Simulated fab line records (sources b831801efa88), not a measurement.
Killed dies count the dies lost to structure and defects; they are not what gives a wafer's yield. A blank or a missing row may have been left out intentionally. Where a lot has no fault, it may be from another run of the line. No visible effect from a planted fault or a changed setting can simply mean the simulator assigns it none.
fab line records	flow gf180mcu
record lots=12	wafers=36	last-day=34
route steps=602 shown MVSD@74 NWELL@137 HV_LDD@184 V2@386
lots that met no fault: from a run of the same line without faults
start-h: hours from the record's first day to the start of the lot's first wafer shown	wait-h: hours from the lot's prior step to this one	" same as the row above	L1.1+2: a single row standing in for several wafers	- value missing, or start not given	* or withheld: withheld	< > ~ a bound
route shown NAME@n: names a module that has steps shown in the file, with the first one's number in the route	usual: mean/standard deviation taken from wafers without a fault	same: alike in all rows	chamber/n: place in a boat	sites: the reading at each site	_std_site: the standard deviation of these	_edge_site: mean of outer sites minus mean of inner sites	radius-mm: how far each site lies from the wafer's centre	mask NAME#n: copy n	behind: tool/chamber where the wafer was last shaped	hold: reason for holding the lot/hours on hold/outcome of the hold	device: which transistor (n, p or np) failed to switch	end of line: tests run on the same wafers once the route is complete	a step given without rows: its recipe and nothing more	killed: not the wafer's yield, but the dies lost to structure and defects at the first sort	map: a wafer's dies, marking killed ones x, the rest . and places with no die _
set.NAME: the setting the step ran with; set.NAME@STEP: the setting that earlier step ran with	model.NAME: the simulator's own value behind a step, which no gauge read
steps of the route over a sample of lots; a table a step, a row a wafer
services: when a tool's chamber went out of use (start-h, in hours from the record's first day, below 0 if earlier), for how many hours, and the reason
## steps
# step GF_MVSD_IMPLANT_08
# recipe species=P	energy-kev=400	dose-cm2=1.6e+13	tilt-deg=0
# usual beam-energy-keV=400.01/0.11
lot.wafer	tool	chamber	start-h	wait-h	beam-energy-keV
L982.2	implanter-04	0	89.78	0.0	400.20
L982.3	"	0	"	"	399.91
L982.6	"	0	"	"	400.04
L983.1	implanter-01	0	91.89	0.0	399.93
L983.2	"	0	"	"	400.04
L983.5	"	0	"	"	399.98
L985.3	implanter-04	0	106.96	0.1	400.05
L985.4	"	0	"	"	400.13
L985.6	"	0	"	"	400.15
L986.3	implanter-02	0	110.34	0.1	400.11
L986.5	"	0	"	"	400.08
L986.6	"	0	"	"	400.12
L987.3	implanter-02	0	116.74	0.1	399.92
L987.4	"	0	"	"	400.14
L987.6	"	0	"	"	400.16
L988.2	implanter-04	0	123.13	0.0	399.96
L988.5	"	0	"	"	400.07
L988.6	"	0	"	"	400.13
L989.1	implanter-02	0	125.96	0.0	467.27
L989.2	"	0	"	"	467.34
L989.5	"	0	"	"	467.40
L992.1	implanter-02	0	145.66	0.0	467.41
L992.2	"	0	"	"	467.37
L992.5	"	0	"	"	467.29
L999.2	implanter-04	0	187.11	0.0	399.81
L999.4	"	0	"	"	400.02
L999.6	"	0	"	"	400.17
L101.2	implanter-01	0	199.78	0.0	400.04
L101.4	"	0	"	"	399.84
L101.5	"	0	"	"	399.83
L103.4	implanter-01	0	210.38	0.1	400.18
L103.5	"	0	"	"	399.99
L103.6	"	0	"	"	400.05
L104.1	implanter-02	0	221.36	0.0	399.85
L104.3	"	0	"	"	399.98
L104.5	"	0	"	"	399.77
# step GF_VT_IMPLANT_RS_MEAS_46
# recipe thk-meas-gauge=four-point-probe
# usual MVSD_RS=456.7/1.1
lot.wafer	tool	chamber	start-h	wait-h	hold	MVSD_RS[ohm/sq]
L982.2	film-metro-03	-	164.56	0.1	-	455.7
L982.3	"	-	"	"	-	457.8
L982.6	"	-	"	"	-	457.8
L983.1	film-metro-03	-	167.15	0.1	-	456.9
L983.2	"	-	"	"	-	456.4
L983.5	"	-	"	"	-	456.6
L985.3	film-metro-03	-	184.34	0.1	-	458.3
L985.4	"	-	"	"	-	457.0
L985.6	"	-	"	"	-	456.2
L986.3	film-metro-01	-	188.16	0.1	-	455.8
L986.5	"	-	"	"	-	456.8
L986.6	"	-	"	"	-	457.0
L987.3	film-metro-01	-	196.01	0.1	-	455.3
L987.4	"	-	"	"	-	457.2
L987.6	"	-	"	"	-	457.2
L988.2	film-metro-01	-	205.15	0.1	-	458.8
L988.5	"	-	"	"	-	457.9
L988.6	"	-	"	"	-	458.2
L989.1	film-metro-04	-	207.87	0.1	await-dispo/0.2h/release	443.8
L989.2	"	-	"	"	await-dispo/0.2h/release	442.4
L989.5	"	-	"	"	await-dispo/0.2h/release	442.2
L989.1	film-metro-04	-	208.23	0.3	-	443.6
L989.2	"	-	"	"	-	442.5
L989.5	"	-	"	"	-	442.3
L992.1	film-metro-04	-	231.42	0.1	await-dispo/0.2h/release	444.3
L992.2	"	-	"	"	await-dispo/0.2h/release	443.2
L992.5	"	-	"	"	await-dispo/0.2h/release	443.9
L992.1	film-metro-04	-	231.78	0.3	-	443.8
L992.2	"	-	"	"	-	442.9
L992.5	"	-	"	"	-	443.9
L999.2	film-metro-03	-	278.79	0.1	-	454.1
L999.4	"	-	"	"	-	453.3
L999.6	"	-	"	"	-	453.7
L101.2	film-metro-04	-	292.73	0.1	-	458.4
L101.4	"	-	"	"	-	457.2
L101.5	"	-	"	"	-	455.9
L103.4	film-metro-04	-	303.80	0.1	-	458.3
L103.5	"	-	"	"	-	458.7
L103.6	"	-	"	"	-	458.2
L104.1	film-metro-03	-	314.97	0.1	-	456.0
L104.3	"	-	"	"	-	457.5
L104.5	"	-	"	"	-	457.3
# step GF_VT_IMPLANT_RS_MEAS_47
# recipe thk-meas-gauge=four-point-probe
# usual NWELL_RS=487.7/1.2
lot.wafer	tool	chamber	start-h	wait-h	hold	NWELL_RS[ohm/sq]
L982.2	film-metro-03	-	164.68	0.1	-	486.1
L982.3	"	-	"	"	-	487.4
L982.6	"	-	"	"	-	488.1
L983.1	film-metro-03	-	167.27	0.1	-	487.9
L983.2	"	-	"	"	-	488.7
L983.5	"	-	"	"	-	487.3
L985.3	film-metro-03	-	184.46	0.1	-	486.9
L985.4	"	-	"	"	-	487.4
L985.6	"	-	"	"	-	487.9
L986.3	film-metro-01	-	188.28	0.1	-	489.5
L986.5	"	-	"	"	-	488.4
L986.6	"	-	"	"	-	489.2
L987.3	film-metro-01	-	196.13	0.1	-	486.7
L987.4	"	-	"	"	-	487.3
L987.6	"	-	"	"	-	486.7
L988.2	film-metro-01	-	205.27	0.1	-	489.8
L988.5	"	-	"	"	-	489.6
L988.6	"	-	"	"	-	490.4
L989.1	film-metro-04	-	211.28	3.0	await-dispo/2.9h/release	487.7
L989.2	"	-	"	"	await-dispo/2.9h/release	487.8
L989.5	"	-	"	"	await-dispo/2.9h/release	489.3
L992.1	film-metro-04	-	233.53	1.7	await-dispo/1.5h/release	488.1
L992.2	"	-	"	"	await-dispo/1.5h/release	488.1
L992.5	"	-	"	"	await-dispo/1.5h/release	487.3
L999.2	film-metro-03	-	278.91	0.1	-	488.1
L999.4	"	-	"	"	-	487.4
L999.6	"	-	"	"	-	490.1
L101.2	film-metro-04	-	292.85	0.1	-	488.1
L101.4	"	-	"	"	-	487.1
L101.5	"	-	"	"	-	486.4
L103.4	film-metro-04	-	303.92	0.1	-	486.5
L103.5	"	-	"	"	-	486.6
L103.6	"	-	"	"	-	487.6
L104.1	film-metro-03	-	315.09	0.1	-	485.6
L104.3	"	-	"	"	-	486.0
L104.5	"	-	"	"	-	485.1
# step GF_HV_LDD_OVL_MEAS_08
# usual HV_LDD_OVL=0.2/1.3
lot.wafer	tool	chamber	start-h	wait-h	HV_LDD_OVL[nm]
L982.2	overlay-02	-	223.42	0.1	0.2
L982.3	"	-	"	"	-0.8
L982.6	"	-	"	"	0.4
L983.1	overlay-02	-	227.37	0.1	1.4
L983.2	"	-	"	"	0.3
L983.5	"	-	"	"	0.1
L985.3	overlay-02	-	246.38	0.1	2.8
L985.4	"	-	"	"	0.8
L985.6	"	-	"	"	4.6
L986.3	overlay-01	-	251.80	0.1	1.1
L986.5	"	-	"	"	0.8
L986.6	"	-	"	"	-1.0
L987.3	overlay-01	-	257.30	0.1	-0.2
L987.4	"	-	"	"	-0.5
L987.6	"	-	"	"	-1.2
L988.2	overlay-01	-	270.60	0.1	1.4
L988.5	"	-	"	"	-0.4
L988.6	"	-	"	"	0.4
L989.1	overlay-01	-	271.74	0.1	-1.4
L989.2	"	-	"	"	1.1
L989.5	"	-	"	"	-0.8
L992.1	overlay-01	-	298.21	0.1	1.5
L992.2	"	-	"	"	1.0
L992.5	"	-	"	"	0.5
L999.2	overlay-02	-	359.17	0.1	1.7
L999.4	"	-	"	"	0.7
L999.6	"	-	"	"	0.2
L101.2	overlay-02	-	369.34	0.1	-0.2
L101.4	"	-	"	"	0.0
L101.5	"	-	"	"	-1.6
L103.4	overlay-01	-	382.00	0.1	-0.4
L103.5	"	-	"	"	0.8
L103.6	"	-	"	"	0.0
L104.1	overlay-02	-	390.41	0.1	-1.2
L104.3	"	-	"	"	-1.8
L104.5	"	-	"	"	-2.6
# step GF_V2_CMP_04
# recipe material=SiO2	down-force-psi=4	platen-rpm=60	pad-velocity-m-s=0.94248
# usual edge-zone-pressure-frac=1.000/0.0052	motor-current-A=12.1/0.8	platen-rpm=60.00/0.039	time-to-endpoint-s=77/5.2
lot.wafer	tool	chamber	start-h	wait-h	edge-zone-pressure-frac	motor-current-A	platen-rpm	time-to-endpoint-s
L982.3	cmp-02	3	443.14	0.1	0.996	13.5	60.00	76
L982.2	"	0	"	"	0.997	12.5	60.03	79
L982.6	"	2	"	"	1.010	12.0	60.02	83
L983.1	cmp-01	0	446.16	0.1	0.993	12.6	59.99	83
L983.2	"	1	"	"	1.003	11.8	59.99	76
L983.5	"	0	"	"	1.002	11.9	59.99	80
L985.4	cmp-02	0	470.20	0.1	1.003	12.7	59.94	83
L985.3	"	1	"	"	1.009	10.0	59.99	75
L985.6	"	3	"	"	0.991	13.1	60.00	75
L986.3	cmp-01	1	481.32	0.1	1.001	12.5	60.01	76
L986.6	"	0	"	"	1.002	13.1	60.04	81
L986.5	"	1	"	"	1.004	12.2	59.97	76
L987.4	cmp-02	0	486.37	0.1	1.002	12.2	60.05	75
L987.3	"	1	"	"	0.999	10.7	59.99	71
L987.6	"	3	"	"	1.000	12.9	59.96	74
L988.2	cmp-02	1	504.27	0.1	0.992	10.6	60.03	73
L988.5	"	3	"	"	1.008	13.4	60.01	75
L988.6	"	0	"	"	1.003	12.8	59.92	81
L989.1	cmp-01	3	505.08	0.1	1.005	11.9	59.98	70
L989.2	"	0	"	"	0.999	11.8	59.99	81
L989.5	"	3	"	"	1.002	11.6	59.98	80
L992.1	cmp-02	2	540.14	0.1	0.992	11.8	60.02	70
L992.2	"	3	"	"	1.008	13.4	60.08	74
L992.5	"	0	"	"	0.994	12.9	60.04	78
L999.2	cmp-01	2	604.34	0.1	1.002	12.3	59.96	75
L999.4	"	0	"	"	1.002	12.0	60.01	88
L999.6	"	1	"	"	0.989	11.7	59.93	88
L101.4	cmp-01	2	611.47	0.0	0.991	11.4	59.99	74
L101.2	"	0	"	"	1.000	12.4	59.96	82
L101.5	"	2	"	"	0.996	12.5	60.02	78
L103.4	cmp-01	2	623.02	0.1	1.000	12.0	59.98	83
L103.5	"	1	"	"	1.002	12.3	60.10	78
L103.6	"	2	"	"	0.994	11.9	60.01	77
L104.3	cmp-02	0	632.10	0.2	1.000	13.0	60.05	70
L104.1	"	2	"	"	1.000	11.7	60.04	68
L104.5	"	0	"	"	0.994	13.1	59.93	75
# step GF_V2_BOW_MEAS_05
# recipe mode=bow
# usual V2_BOW=95/8.2
lot.wafer	tool	chamber	start-h	wait-h	V2_BOW[um]
L982.2	film-metro-01	-	443.36	0.1	94
L982.3	"	-	"	"	95
L982.6	"	-	"	"	82
L983.1	film-metro-03	-	446.41	0.2	85
L983.2	"	-	"	"	83
L983.5	"	-	"	"	100
L985.3	film-metro-01	-	470.49	0.2	93
L985.4	"	-	"	"	98
L985.6	"	-	"	"	104
L986.3	film-metro-03	-	481.61	0.2	102
L986.5	"	-	"	"	87
L986.6	"	-	"	"	88
L987.3	film-metro-03	-	486.61	0.1	104
L987.4	"	-	"	"	84
L987.6	"	-	"	"	89
L988.2	film-metro-03	-	504.49	0.2	97
L988.5	"	-	"	"	103
L988.6	"	-	"	"	105
L989.1	film-metro-03	-	505.38	0.2	97
L989.2	"	-	"	"	94
L989.5	"	-	"	"	98
L992.1	film-metro-03	-	540.34	0.1	102
L992.2	"	-	"	"	94
L992.5	"	-	"	"	100
L999.2	film-metro-03	-	604.61	0.2	98
L999.4	"	-	"	"	81
L999.6	"	-	"	"	88
L101.2	film-metro-01	-	611.79	0.2	90
L101.4	"	-	"	"	95
L101.5	"	-	"	"	106
L103.4	film-metro-01	-	623.33	0.3	92
L103.5	"	-	"	"	99
L103.6	"	-	"	"	106
L104.1	film-metro-04	-	632.40	0.1	98
L104.3	"	-	"	"	83
L104.5	"	-	"	"	82
## services
tool	chamber	start-h	hours	kind
cmp-01	-	93.70	3.5	repair
cmp-01	-	135.34	6.3	pm
cmp-01	-	152.45	2.0	repair
cmp-02	-	156.58	1.8	repair
cmp-01	-	158.06	4.9	repair
cmp-02	-	160.77	1.5	repair
cmp-01	-	162.02	1.0	repair
cmp-01	-	180.98	4.9	pm
cmp-02	-	213.65	2.2	repair
cmp-01	-	232.00	4.0	pm
cmp-02	-	249.23	0.5	repair
cmp-02	-	252.05	3.2	repair
cmp-02	-	275.69	19.7	pm
cmp-01	-	290.99	2.6	repair
cmp-02	-	304.61	1.5	repair
cmp-01	-	324.29	2.6	repair
cmp-02	-	335.77	2.7	repair
cmp-01	-	343.60	1.2	repair
cmp-02	-	357.60	1.9	repair
cmp-02	-	385.44	5.2	pm
cmp-02	-	404.00	4.0	pm
cmp-01	-	428.42	0.5	repair
cmp-01	-	429.39	2.9	repair
cmp-01	-	450.32	0.7	repair
## key
first-sign step=GF_MVSD_IMPLANT_08	reading=beam-energy-keV	direction=up	sigmas=99+	usual=400.01	struck=467.35
effect step=GF_VT_IMPLANT_RS_MEAS_46	reading=MVSD_RS	direction=down	sigmas=12	usual=456.7	struck=443.3
met-at GF_MVSD_IMPLANT_08
struck-lots L989,L992
tester-left-out L989,L992
not-acting-at GF_HV_LDD_OVL_MEAS_08,GF_V2_CMP_04,GF_V2_BOW_MEAS_05
onset-between 116.74 125.96
fault kind=process-parameter-drift	tool=implanter-02	chamber=-	onset-h=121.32	steps=GF_MVSD_IMPLANT_08	channel=energy-kev	offset=67.306	shape=step	end-h=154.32	acts-in=these-recipes-only	stated=400
# tester-left-out: of these lots the tester's yield and bins aren't shown, on N5 and GAA mostly nor the transistor test; their killed dies are dies lost to structure and defects alone, not to doping, threshold or leakage, so they don't give the yield
